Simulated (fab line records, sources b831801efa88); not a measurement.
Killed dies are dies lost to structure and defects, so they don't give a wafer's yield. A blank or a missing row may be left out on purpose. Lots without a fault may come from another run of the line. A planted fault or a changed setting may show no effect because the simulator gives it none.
Chamber matching | flow gf180mcu | GF_V2_CMP_26 on cmp-02: 4 sister chambers
The step polishes, stops on SiO2, t overpolish 15 s, target thk 0 nm. 8 wafers are shown with their chamber, then 7 later ones without.

WAFERS WITH THEIR CHAMBER
wafer  | chamber | motor_current_A (A) | time_to_endpoint_s (s)
L158.4 | 2       | 10.7                | 86
L162.3 | 0       | 11.2                | 85
L162.5 | 2       | 10.6                | 81
L163.3 | 3       | 13.1                | 84
L163.4 | 1       | 11.5                | 88
L163.6 | 0       | 10.8                | 92
L168.2 | 3       | 13.7                | 83
L168.3 | 1       | 12.0                | 84

WAFERS WITHOUT THEIR CHAMBER
wafer  | motor_current_A (A) | time_to_endpoint_s (s)
L168.6 | 13.5                | 78
L178.1 | 10.9                | 85
L178.5 | 13.2                | 82
L178.6 | 10.6                | 89
L181.3 | 10.4                | 85
L181.4 | 12.9                | 80
L181.6 | 10.9                | 80

WHICH CHAMBER EACH WENT THROUGH
wafer  | from the rows above          | in truth
L168.6 | 3                            | 3
L178.1 | can't be placed: 2 or 0 or 1 | 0
L178.5 | 3                            | 3
L178.6 | can't be placed: 0 or 2      | 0
L181.3 | can't be placed: 2 or 0      | 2
L181.4 | 3                            | 3
L181.6 | can't be placed: 2 or 0 or 1 | 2
Placed correctly: 3 of 7. Can't be placed from these rows: 4 (the true chamber is among the candidates in 4). Placed wrongly: 0.
How it was worked out, from the rows above alone: a wafer's distance from a chamber is the root of the sum, over the readings, of the square of ((its reading less the chamber's mean) divided by the reading's scatter). The wafer belongs to the nearest chamber; if the next one is less than 2 further off, it can't be placed. A chamber's mean is the mean of its shown wafers. The scatter: the root of (the sum of the squares of (reading less its chamber's mean) over the shown wafers, divided by (wafers less chambers)).
